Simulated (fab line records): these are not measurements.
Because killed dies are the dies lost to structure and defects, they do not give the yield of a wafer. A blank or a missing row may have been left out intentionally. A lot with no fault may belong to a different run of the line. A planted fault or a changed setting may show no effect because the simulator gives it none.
fab line records | flow sky130
record: lots: 6 | wafers: 18 | last_day: 50
route steps=708 shown POLY_CUT@311 SD_P@320 PAD_OPEN@708
lots untouched by any fault: they come from a run of this same line in which no faults occurred
start_h: hours from the record's opening day to when the first of the lot's shown wafers began | wait_h: hours elapsed since this lot's preceding step | " as in the row above | L1.1+2: a single row standing in for several wafers | - no value, or no start given | * or withheld: withheld | < > ~ a bound
route shown NAME@n: a module of which the file shows steps, and the number in the route of the first | usual: the fault-free wafers' mean and standard deviation | same: alike in all rows | chamber/n: place in a boat | sites: readings site by site | _std_site: how widely they spread, as a standard deviation | _edge_site: outer sites' mean less inner sites' | radius_mm: how far each site lies from the wafer's centre | mask NAME#n: copy n | behind: the last tool/chamber to shape the wafer | hold: why the lot went on hold/how many hours it stayed there/how the hold came to an end | device: whichever transistor did not switch (one of n, p or np) | end of line: the tests these same wafers got at the end of their route | a step without rows: its recipe alone | killed: the dies lost at the first sort to structure and to defects; this is not the yield of the wafer | map: per-die view of a wafer (x killed, . not killed, _ where there is no die)
set.NAME: the setting as run; set.NAME@STEP: as run at that earlier step | model.NAME: the simulator's own value behind a step, which no gauge read
lots seen at some steps along the route; tables by step, rows by wafer
services: from which hour (start_h, from the record's first day; less than 0 if before it) a tool's chamber was out of use, for how many hours, and why
== steps ==
step: SKY_POLY_CUT_SOFTBAKE_04
recipe: temp_c: 100 | time_s: 90 | resist: KrF-thick
step: SKY_POLY_CUT_EXPOSE_05
recipe: mask_id: NPCM | na: 0.8 | source_shape: annular | sigma_inner: 0.55 | sigma_outer: 0.85 | target_cd_nm: 270 | dose_mj: 32
step: SKY_POLY_CUT_PEB_06
recipe: peb_temp_c: withheld | peb_time_s: withheld | resist: KrF-thick
step: SKY_POLY_CUT_DEVELOP_07
recipe: develop_time_s: 60 | resist: KrF-thick | dev_temp_c: 21
step: SKY_POLY_CUT_CD_MEAS_08
recipe: target_cd_nm: 270
usual: cd_nm: 270.2/1.5
lot.wafer | tool      | chamber | start_h | wait_h | cd_nm
L219.1    | cd_sem-02 | -       | 579.00  | -      | 270.8
L219.3    | "         | -       | "       | "      | 269.5
L219.4    | "         | -       | "       | "      | 270.2
L218.1    | cd_sem-02 | -       | 598.54  | -      | 269.0
L218.2    | "         | -       | "       | "      | 269.5
L218.6    | "         | -       | "       | "      | 271.1
L235.3    | cd_sem-01 | -       | 719.48  | -      | 268.9
L235.5    | "         | -       | "       | "      | 270.0
L235.6    | "         | -       | "       | "      | 269.5
L237.2    | cd_sem-02 | -       | 725.64  | -      | 272.1
L237.4    | "         | -       | "       | "      | 270.6
L237.5    | "         | -       | "       | "      | 269.8
L238.1    | cd_sem-01 | -       | 731.52  | -      | 273.8
L238.4    | "         | -       | "       | "      | 274.2
L238.5    | "         | -       | "       | "      | 272.6
L240.3    | cd_sem-02 | -       | 749.36  | -      | 269.1
L240.4    | "         | -       | "       | "      | 269.0
L240.6    | "         | -       | "       | "      | 268.8
step: SKY_POLY_CUT_OVL_MEAS_09
usual: POLY_CUT_OVL: 2/6.2
lot.wafer | tool       | chamber | start_h | wait_h | POLY_CUT_OVL[nm]
L219.1    | overlay-02 | -       | 579.12  | 0.1    | 3
L219.3    | "          | -       | "       | "      | 5
L219.4    | "          | -       | "       | "      | 2
L218.1    | overlay-02 | -       | 598.66  | 0.1    | 1
L218.2    | "          | -       | "       | "      | 0
L218.6    | "          | -       | "       | "      | -1
L235.3    | overlay-02 | -       | 719.57  | 0.1    | 11
L235.5    | "          | -       | "       | "      | 13
L235.6    | "          | -       | "       | "      | 4
L237.2    | overlay-02 | -       | 725.74  | 0.1    | 11
L237.4    | "          | -       | "       | "      | 13
L237.5    | "          | -       | "       | "      | 1
L238.1    | overlay-01 | -       | 731.64  | 0.1    | -3
L238.4    | "          | -       | "       | "      | -8
L238.5    | "          | -       | "       | "      | 7
L240.3    | overlay-01 | -       | 749.45  | 0.1    | -1
L240.4    | "          | -       | "       | "      | 6
L240.6    | "          | -       | "       | "      | -4
step: SKY_POLY_CUT_ETCH_10
recipe: chemistry: N2/H2 | target: BARC | ion_energy_ev: 200 | source_w: 500 | bias_w: 100 | pressure_mtorr: 30 | n2_flow_sccm: 100 | h2_flow_sccm: 200 | stop_on: SiO2 | time_s: 45.9 | target_depth_a: 600
usual: drypump_motor_current_A: 5.5/0.38 | oes_product_au: 0.855/0.0047 | throttle_valve_pct: 13.224/0.0087
lot.wafer | tool        | chamber | start_h | wait_h | drypump_motor_current_A | oes_product_au | rf_hours_counter_h | throttle_valve_pct
L219.1    | rie_diel-04 | 2       | 579.16  | 0.0    | 5.8                     | 0.853          | 8                  | 13.230
L219.3    | "           | 0       | "       | "      | 5.7                     | 0.849          | 61                 | 13.221
L219.4    | "           | 3       | "       | "      | 5.3                     | 0.853          | 15                 | 13.231
L218.1    | rie_diel-01 | 3       | 598.70  | 0.0    | 5.8                     | 0.857          | 0                  | 13.232
L218.2    | "           | 1       | "       | "      | 5.3                     | 0.854          | 0                  | 13.230
L218.6    | "           | 1       | "       | "      | 5.3                     | 0.855          | -                  | 13.229
L235.3    | rie_diel-03 | 2       | 719.60  | 0.0    | 5.3                     | 0.852          | 11                 | 13.213
L235.5    | "           | 1       | "       | "      | 4.6                     | 0.859          | -                  | 13.235
L235.6    | "           | 0       | "       | "      | 5.5                     | 0.854          | -                  | 13.230
L237.2    | rie_diel-04 | 2       | 725.77  | 0.0    | 5.9                     | 0.863          | 11                 | 13.233
L237.4    | "           | 3       | "       | "      | 5.3                     | 0.859          | 19                 | 13.220
L237.5    | "           | 2       | "       | "      | 5.9                     | 0.869          | -                  | 13.203
L238.1    | rie_diel-01 | 2       | 731.67  | 0.0    | 4.7                     | 0.851          | 2                  | 13.230
L238.4    | "           | 3       | "       | "      | 5.8                     | 0.854          | 3                  | 13.218
L238.5    | "           | 3       | "       | "      | 5.8                     | 0.852          | -                  | 13.243
L240.3    | rie_diel-01 | 2       | 749.47  | 0.0    | 4.7                     | 0.856          | 3                  | 13.222
L240.4    | "           | 3       | "       | "      | 5.8                     | 0.853          | 3                  | 13.228
L240.6    | "           | 1       | "       | "      | 5.3                     | 0.862          | -                  | 13.213
step: SKY_POLY_CUT_ETCH_11
recipe: target: Si3N4 | chemistry: CF4/CH2F2/Ar | stop_on: poly-Si | source_w: 600 | bias_w: 150 | pressure_mtorr: 40 | cf4_flow_sccm: 40 | ch2f2_flow_sccm: 20 | Ar_flow_sccm: 150 | time_s: 41.59 | target_depth_a: 600
usual: drypump_motor_current_A: 5.4/0.38 | oes_product_au: 0.846/0.0056 | throttle_valve_pct: 14.996/0.009
lot.wafer | tool        | chamber | start_h | wait_h | drypump_motor_current_A | oes_product_au | rf_hours_counter_h | throttle_valve_pct
L219.1    | rie_diel-04 | 2       | 579.20  | 0.0    | 5.8                     | 0.834          | 8                  | 14.993
L219.3    | "           | 0       | "       | "      | 5.6                     | 0.843          | 61                 | 14.992
L219.4    | "           | 3       | "       | "      | 5.2                     | 0.845          | 15                 | 14.991
L218.1    | rie_diel-01 | 3       | 598.74  | 0.0    | 5.8                     | 0.844          | 0                  | 14.998
L218.2    | "           | 1       | "       | "      | 5.2                     | 0.850          | 0                  | 15.010
L218.6    | "           | 1       | "       | "      | 5.2                     | 0.840          | -                  | 15.002
L235.3    | rie_diel-03 | 2       | 719.64  | 0.0    | 5.3                     | 0.845          | 11                 | 15.006
L235.5    | "           | 1       | "       | "      | 4.6                     | 0.841          | -                  | 15.002
L235.6    | "           | 0       | "       | "      | 5.5                     | 0.847          | -                  | 14.998
L237.2    | rie_diel-04 | 2       | 725.81  | 0.0    | 5.8                     | 0.853          | 11                 | 14.987
L237.4    | "           | 3       | "       | "      | 5.2                     | 0.846          | 19                 | 14.988
L237.5    | "           | 2       | "       | "      | 5.8                     | 0.841          | -                  | 14.998
L238.1    | rie_diel-01 | 2       | 731.71  | 0.0    | 4.7                     | 0.859          | 2                  | 15.013
L238.4    | "           | 3       | "       | "      | 5.8                     | 0.848          | 3                  | 14.997
L238.5    | "           | 3       | "       | "      | 5.8                     | 0.853          | -                  | 15.000
L240.3    | rie_diel-01 | 2       | 749.51  | 0.0    | 4.7                     | 0.844          | 3                  | 15.000
L240.4    | "           | 3       | "       | "      | 5.8                     | 0.843          | 3                  | 14.996
L240.6    | "           | 1       | "       | "      | 5.3                     | 0.838          | -                  | 15.000
step: SKY_POLY_CUT_STRIP_12
recipe: chemistry: O2/N2 | power_w: 1400 | pressure_mtorr: 1500 | platen_temp_c: withheld | o2_flow_sccm: 3000 | n2_flow_sccm: 300 | overash_fraction: 0.5
usual: drypump_motor_current_A: 5.5/0.46 | oes_product_au: 0.452/0.0048 | strip_time_to_endpoint_s: 5.358/0.017
lot.wafer | tool            | chamber | start_h | wait_h | drypump_motor_current_A | oes_product_au | rf_hours_counter_h | strip_time_to_endpoint_s
L219.1    | plasma_asher-03 | 0       | 579.24  | 0.0    | 6.0                     | 0.450          | 93                 | 5.346
L219.3    | "               | 1       | "       | "      | 5.0                     | 0.447          | -                  | 5.350
L219.4    | "               | 0       | "       | "      | 6.0                     | 0.456          | -                  | 5.343
L218.1    | plasma_asher-01 | 0       | 598.78  | 0.0    | 4.9                     | 0.456          | 16                 | 5.363
L218.2    | "               | 1       | "       | "      | 5.8                     | 0.460          | 16                 | 5.378
L218.6    | "               | 0       | "       | "      | 4.9                     | 0.449          | -                  | 5.359
L235.3    | plasma_asher-02 | 1       | 719.71  | 0.1    | 5.4                     | 0.448          | -                  | 5.332
L235.5    | "               | 0       | "       | "      | 6.0                     | 0.449          | -                  | 5.351
L235.6    | "               | 1       | "       | "      | 5.4                     | 0.454          | -                  | 5.345
L237.2    | plasma_asher-02 | 0       | 725.85  | 0.0    | 6.0                     | 0.446          | 91                 | 5.370
L237.4    | "               | 1       | "       | "      | 5.4                     | 0.452          | -                  | 5.385
L237.5    | "               | 1       | "       | "      | 5.4                     | 0.454          | -                  | 5.353
L238.1    | plasma_asher-02 | 1       | 731.75  | 0.0    | 5.4                     | 0.452          | 92                 | 5.339
L238.4    | "               | 0       | "       | "      | 6.0                     | 0.448          | -                  | 5.339
L238.5    | "               | 1       | "       | "      | 5.4                     | 0.456          | -                  | 5.322
L240.3    | plasma_asher-02 | 0       | 749.59  | 0.1    | 6.0                     | 0.454          | -                  | 5.372
L240.4    | "               | 1       | "       | "      | 5.4                     | 0.448          | -                  | 5.365
L240.6    | "               | 0       | "       | "      | 6.0                     | 0.456          | -                  | 5.389
step: SKY_SD_P_DEHYDRATE_00
recipe: temp_c: 200 | time_s: 60
step: SKY_SD_P_HMDS_01
recipe: prime_time_s: 60 | prime_temp_c: 120
step: SKY_SD_P_COAT_02
recipe: resist: NOVOLAK | spin_rpm: 3000 | resist_thk_nm: 1140
step: SKY_SD_P_SOFTBAKE_03
recipe: temp_c: 90 | time_s: 60 | resist: NOVOLAK
usual: heater_power_total_W: 56.59/0.045 | plate_temp_C: 89.98/0.11
lot.wafer | tool           | chamber | start_h | wait_h | heater_power_total_W | plate_temp_C
L219.1    | litho_track-02 | 0       | 594.54  | 0.1    | 56.61                | 90.11
L219.3    | "              | 0       | "       | "      | 56.57                | 89.91
L219.4    | "              | 0       | "       | "      | 56.54                | 90.12
L218.1    | litho_track-03 | 0       | 612.17  | 0.1    | 56.61                | 90.00
L218.2    | "              | 0       | "       | "      | 56.67                | 89.85
L218.6    | "              | 0       | "       | "      | 56.63                | 89.92
L235.3    | litho_track-02 | 0       | 734.14  | 0.1    | 53.48                | 86.48
L235.5    | "              | 0       | "       | "      | 53.57                | 86.46
L235.6    | "              | 0       | "       | "      | 53.51                | 86.62
L237.2    | litho_track-02 | 0       | 739.77  | 0.1    | 53.51                | 86.31
L237.4    | "              | 0       | "       | "      | 53.49                | 86.52
L237.5    | "              | 0       | "       | "      | 53.42                | 86.44
L238.1    | litho_track-01 | 0       | 745.86  | 0.1    | 56.62                | 90.00
L238.4    | "              | 0       | "       | "      | 56.61                | 89.98
L238.5    | "              | 0       | "       | "      | 56.61                | 90.05
L240.3    | litho_track-01 | 0       | 763.86  | 0.1    | 56.66                | 89.99
L240.4    | "              | 0       | "       | "      | 56.55                | 90.06
L240.6    | "              | 0       | "       | "      | 56.60                | 89.99
step: SKY_SD_P_EXPOSE_04
recipe: mask_id: PSDM | na: 0.6 | source_shape: conventional | sigma_outer: 0.6 | polarization: unpolarized | target_cd_nm: 380 | dose_mj: 138
step: SKY_SD_P_PEB_05
recipe: temp_c: withheld | time_s: * | resist: NOVOLAK
step: SKY_SD_P_DEVELOP_06
recipe: resist: NOVOLAK | developer: TMAH | develop_time_s: 60 | dev_temp_c: 23
lot.wafer | tool           | chamber | start_h | wait_h | model.NOVOLAK_of_SD_P_COAT_02.thk_nm
L219.1    | litho_track-01 | 0       | 608.66  | 0.1    | 1139
L219.3+4  | "              | 0       | "       | "      | 1138
L218.1+6  | litho_track-02 | 0       | 627.44  | 0.1    | 1138
L218.2    | "              | 0       | "       | "      | 1135
L235.3    | litho_track-01 | 0       | 748.01  | 0.1    | 1148
L235.5+6  | "              | 0       | "       | "      | 1150
L237.2    | litho_track-01 | 0       | 753.58  | 0.1    | 1151
L237.4+5  | "              | 0       | "       | "      | 1150
L238.1    | litho_track-02 | 0       | 759.19  | 0.1    | 1137
L238.4    | "              | 0       | "       | "      | 1136
L238.5    | "              | 0       | "       | "      | 1140
L240.3    | litho_track-01 | 0       | 776.76  | 0.1    | 1136
L240.4    | "              | 0       | "       | "      | 1133
L240.6    | "              | 0       | "       | "      | 1134
step: SKY_SD_P_CD_MEAS_07
recipe: target_cd_nm: 380
usual: cd_nm: 379.4/2.6
lot.wafer | tool      | chamber | start_h | wait_h | cd_nm
L219.1    | cd_sem-02 | -       | 608.81  | 0.1    | 376.4
L219.3    | "         | -       | "       | "      | 378.3
L219.4    | "         | -       | "       | "      | 378.2
L218.1    | cd_sem-01 | -       | 627.59  | 0.1    | 382.6
L218.2    | "         | -       | "       | "      | 379.2
L218.6    | "         | -       | "       | "      | 382.1
L235.3    | cd_sem-01 | -       | 748.15  | 0.1    | 377.6
L235.5    | "         | -       | "       | "      | 376.3
L235.6    | "         | -       | "       | "      | 377.2
L237.2    | cd_sem-02 | -       | 753.73  | 0.1    | 373.8
L237.4    | "         | -       | "       | "      | 376.5
L237.5    | "         | -       | "       | "      | 377.5
L238.1    | cd_sem-02 | -       | 759.34  | 0.1    | 379.9
L238.4    | "         | -       | "       | "      | 379.0
L238.5    | "         | -       | "       | "      | 380.9
L240.3    | cd_sem-01 | -       | 776.90  | 0.1    | 379.3
L240.4    | "         | -       | "       | "      | 379.5
L240.6    | "         | -       | "       | "      | 379.4
step: SKY_PAD_OPEN_PROBE_99
usual: killed_at_M0_to_M3: 45/7.5 | killed_at_M4_up: 2.8/1.9 | killed_at_contacts: 25/5.5 | killed_at_front_end: 14/4 | killed_at_other: 0.3/0.75 | killed_dies: 87/9.4 | killed_open: 47/6.6 | killed_short: 39/6.6
same: gross_dies: 492 | killed_at_back_side: 0
lot.wafer | tool      | chamber | start_h | wait_h | killed_at_M0_to_M3 | killed_at_M4_up | killed_at_contacts | killed_at_front_end | killed_at_other | killed_dies | killed_open | killed_short
L219.1    | prober-01 | -       | 1094.06 | 0.1    | 37                 | 2               | 20                 | 17                  | 1               | 77          | 40          | 37
L219.3    | prober-01 | -       | 1094.16 | 0.2    | 55                 | 1               | 23                 | 15                  | 1               | 95          | 54          | 41
L219.4    | prober-01 | -       | 1094.21 | 0.2    | 49                 | 4               | 18                 | 12                  | 0               | 83          | 55          | 28
L218.1    | prober-02 | -       | 1106.70 | 0.1    | 43                 | 2               | 26                 | 11                  | 0               | 82          | 48          | 34
L218.2    | prober-02 | -       | 1106.75 | 0.1    | 41                 | 3               | 26                 | 5                   | 0               | 75          | 37          | 38
L218.6    | prober-02 | -       | 1106.95 | 0.2    | 48                 | 0               | 23                 | 15                  | 0               | 86          | 52          | 34
L235.3    | prober-02 | -       | 1188.17 | 0.2    | 46                 | 1               | 22                 | 15                  | 0               | 84          | 48          | 36
L235.5    | prober-02 | -       | 1188.27 | 0.2    | 41                 | 6               | 30                 | 12                  | 1               | 90          | 46          | 44
L235.6    | prober-02 | -       | 1188.32 | 0.2    | 45                 | 4               | 26                 | 10                  | 0               | 85          | 44          | 41
L237.2    | prober-01 | -       | 1189.57 | 0.1    | 45                 | 2               | 25                 | 17                  | 0               | 89          | 53          | 36
L237.4    | prober-01 | -       | 1189.67 | 0.2    | 54                 | 7               | 21                 | 12                  | 0               | 94          | 51          | 42
L237.5    | prober-01 | -       | 1189.72 | 0.2    | 46                 | 2               | 24                 | 13                  | 0               | 85          | 50          | 35
L238.1    | prober-02 | -       | 1196.17 | 0.1    | 46                 | 2               | 29                 | 16                  | 0               | 93          | 41          | 52
L238.4    | prober-02 | -       | 1196.32 | 0.2    | 48                 | 0               | 28                 | 12                  | 0               | 88          | 57          | 31
L238.5    | prober-02 | -       | 1196.37 | 0.2    | 43                 | 4               | 31                 | 12                  | 1               | 91          | 46          | 45
L240.3    | prober-02 | -       | 1206.10 | 0.2    | 50                 | 1               | 28                 | 14                  | 2               | 95          | 55          | 40
L240.4    | prober-02 | -       | 1206.15 | 0.2    | 44                 | 1               | 37                 | 9                   | 0               | 91          | 58          | 32
L240.6    | prober-02 | -       | 1206.25 | 0.2    | 52                 | 3               | 24                 | 15                  | 0               | 94          | 48          | 46
killed by level:class
L219.1 VIA2:geometric_particle:open=7 CONTACT:geometric_particle:short=7 LI_CONTACT:geometric_particle:open=6 CONTACT:geometric_particle:open=5 VIA1:geometric_particle:open=4 VIA2:geometric_particle:short=4 VIA3:geometric_particle:open=4 FIELD_ISO:geometric_particle:open=3
L219.3 VIA1:geometric_particle:open=13 LI_CONTACT:geometric_particle:open=8 VIA3:geometric_particle:open=7 POLY_GATE:geometric_particle:open=5 CONTACT:geometric_particle:open=5 CONTACT:geometric_particle:short=5 METAL1:geometric_particle:short=5 VIA1:geometric_particle:short=5
L219.4 VIA1:geometric_particle:open=16 CONTACT:geometric_particle:open=8 METAL2:geometric_particle:short=7 VIA3:geometric_particle:open=7 VIA2:geometric_particle:open=6 LI_CONTACT:geometric_particle:open=5 METAL1:geometric_particle:short=5 POLY_GATE:geometric_particle:open=4
L218.1 CONTACT:geometric_particle:open=10 VIA1:geometric_particle:open=10 VIA3:geometric_particle:open=8 LI_CONTACT:geometric_particle:open=7 CONTACT:geometric_particle:short=5 VIA2:geometric_particle:open=5 VIA3:geometric_particle:short=5 METAL1:geometric_particle:short=4
L218.2 CONTACT:geometric_particle:open=10 VIA1:geometric_particle:open=6 METAL3:geometric_particle:short=6 LI_CONTACT:geometric_particle:open=5 LOCAL_INTERCONNECT:geometric_particle:short=4 CONTACT:geometric_particle:short=4 METAL1:geometric_particle:short=4 METAL2:geometric_particle:short=4
L218.6 VIA1:geometric_particle:open=19 CONTACT:geometric_particle:open=7 VIA3:geometric_particle:open=6 CONTACT:geometric_particle:short=6 METAL2:geometric_particle:short=6 FIELD_ISO:geometric_particle:open=5 LI_CONTACT:geometric_particle:open=5 METAL3:geometric_particle:short=4
L235.3 VIA1:geometric_particle:open=10 CONTACT:geometric_particle:open=8 LI_CONTACT:geometric_particle:open=7 POLY_GATE:geometric_particle:open=5 VIA1:geometric_particle:short=5 VIA2:geometric_particle:open=5 VIA3:geometric_particle:open=5 METAL1:geometric_particle:short=4
L235.5 VIA1:geometric_particle:open=11 CONTACT:geometric_particle:open=8 LOCAL_INTERCONNECT:geometric_particle:short=7 LI_CONTACT:geometric_particle:open=6 POLY_GATE:geometric_particle:open=5 VIA2:geometric_particle:short=5 METAL4:geometric_particle:short=5 FIELD_ISO:geometric_particle:short=4
L235.6 VIA1:geometric_particle:open=10 VIA2:geometric_particle:open=10 LI_CONTACT:geometric_particle:open=9 CONTACT:geometric_particle:short=7 VIA1:geometric_particle:short=5 FIELD_ISO:geometric_particle:short=4 LOCAL_INTERCONNECT:geometric_particle:short=4 VIA2:geometric_particle:short=4
L237.2 CONTACT:geometric_particle:open=16 VIA1:geometric_particle:open=11 VIA1:geometric_particle:short=8 VIA3:geometric_particle:open=6 VIA2:geometric_particle:open=6 LI_CONTACT:geometric_particle:open=4 CONTACT:geometric_particle:short=4 METAL1:geometric_particle:short=4
L237.4 VIA1:geometric_particle:open=17 CONTACT:geometric_particle:open=9 CONTACT:geometric_particle:short=8 VIA3:geometric_particle:open=7 VIA1:geometric_particle:short=6 VIA3:geometric_particle:short=5 VIA2:geometric_particle:open=5 FIELD_ISO:geometric_particle:short=4
L237.5 VIA3:geometric_particle:open=11 VIA1:geometric_particle:open=9 CONTACT:geometric_particle:open=8 LI_CONTACT:geometric_particle:open=7 METAL1:geometric_particle:short=7 VIA1:geometric_particle:short=7 VIA2:geometric_particle:open=5 CONTACT:geometric_particle:short=5
L238.1 CONTACT:geometric_particle:open=13 METAL2:geometric_particle:short=9 VIA1:geometric_particle:open=7 VIA2:geometric_particle:short=7 CONTACT:geometric_particle:short=6 POLY_GATE:geometric_particle:short=5 VIA3:geometric_particle:open=5 POLY_GATE:geometric_particle:open=4
L238.4 CONTACT:geometric_particle:open=15 VIA1:geometric_particle:open=11 VIA3:geometric_particle:open=10 METAL1:geometric_particle:short=8 LI_CONTACT:geometric_particle:open=6 VIA2:geometric_particle:open=6 VIA1:geometric_particle:short=4 POLY_GATE:geometric_particle:open=3
L238.5 CONTACT:geometric_particle:open=12 VIA1:geometric_particle:open=8 VIA3:geometric_particle:open=8 LI_CONTACT:geometric_particle:open=7 VIA1:geometric_particle:short=7 LOCAL_INTERCONNECT:geometric_particle:short=5 VIA2:geometric_particle:short=5 POLY_GATE:geometric_particle:short=4
L240.3 VIA1:geometric_particle:open=11 LI_CONTACT:geometric_particle:open=9 METAL2:geometric_particle:short=8 CONTACT:geometric_particle:open=7 VIA1:geometric_particle:short=7 FIELD_ISO:geometric_particle:open=6 CONTACT:geometric_particle:short=6 VIA3:geometric_particle:open=6
L240.4 VIA1:geometric_particle:open=15 CONTACT:geometric_particle:open=14 LI_CONTACT:geometric_particle:open=9 VIA3:geometric_particle:open=6 LOCAL_INTERCONNECT:geometric_particle:short=6 CONTACT:geometric_particle:short=4 VIA2:geometric_particle:open=4 FIELD_ISO:geometric_particle:short=3
L240.6 VIA1:geometric_particle:open=11 METAL1:geometric_particle:short=9 LOCAL_INTERCONNECT:geometric_particle:short=8 VIA2:geometric_particle:open=7 POLY_GATE:geometric_particle:open=5 LI_CONTACT:geometric_particle:open=5 METAL2:geometric_particle:short=5 CONTACT:geometric_particle:open=4
== services ==
tool            | chamber | start_h | hours | kind
plasma_asher-01 | -       | 557.41  | 2.3   | repair
rie_diel-01     | 3       | 561.06  | -     | clean
rie_diel-01     | 3       | 561.06  | 17.2  | scheduled_down
rie_diel-01     | 3       | 561.06  | 17.2  | vent_cycle
plasma_asher-03 | -       | 568.71  | 1.1   | repair
plasma_asher-03 | -       | 570.49  | 1.9   | repair
rie_diel-01     | 1       | 578.22  | -     | clean
rie_diel-01     | 1       | 578.22  | 19.3  | scheduled_down
rie_diel-01     | 1       | 578.22  | 19.3  | vent_cycle
rie_diel-03     | 1       | 595.12  | 3.1   | repair
rie_diel-01     | 2       | 597.51  | -     | clean
rie_diel-01     | 2       | 597.51  | 11.7  | scheduled_down
rie_diel-01     | 2       | 597.51  | 11.7  | vent_cycle
plasma_asher-01 | -       | 641.11  | 6.0   | repair
rie_diel-04     | 0       | 666.71  | -     | clean
rie_diel-04     | 0       | 666.71  | 23.4  | scheduled_down
rie_diel-04     | 0       | 666.71  | 23.4  | vent_cycle
plasma_asher-03 | -       | 681.42  | 1.1   | repair
plasma_asher-01 | -       | 686.55  | 2.7   | repair
plasma_asher-01 | -       | 693.12  | 0.7   | repair
plasma_asher-02 | -       | 696.93  | 8.1   | repair
rie_diel-03     | 2       | 703.24  | 2.7   | repair
plasma_asher-01 | -       | 732.49  | 1.1   | repair
plasma_asher-03 | -       | 733.75  | 9.0   | pm
== key ==
first_sign: step: SKY_SD_P_SOFTBAKE_03 | reading: heater_power_total_W | direction: down | sigmas: 69 | usual: * | struck: *
effect: step: SKY_SD_P_SOFTBAKE_03 | reading: plate_temp_C | direction: down | sigmas: 31 | usual: * | struck: *
model_effect: step: SKY_SD_P_DEVELOP_06 | value: NOVOLAK_of_SD_P_COAT_02.thk_nm | without: 1139 | struck: 1150
met_at SKY_SD_P_SOFTBAKE_03
struck_wafers L235.3,L235.5,L235.6,L237.2,L237.4,L237.5
tester_left_out L235,L237
onset_between 594.54 734.14
fault: kind: process_parameter_drift | tool: litho_track-02 | chamber: - | onset_h: 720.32 | steps: SKY_SD_P_SOFTBAKE_03 | channel: temp_c | offset: * | shape: step | end_h: 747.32 | acts_in: * | stated: *
tester_left_out: of these lots the tester's yield and bins aren't shown, on N5 and GAA mostly nor the transistor test; their killed dies are dies lost to structure and defects alone, not to doping, threshold or leakage, so they don't give the yield
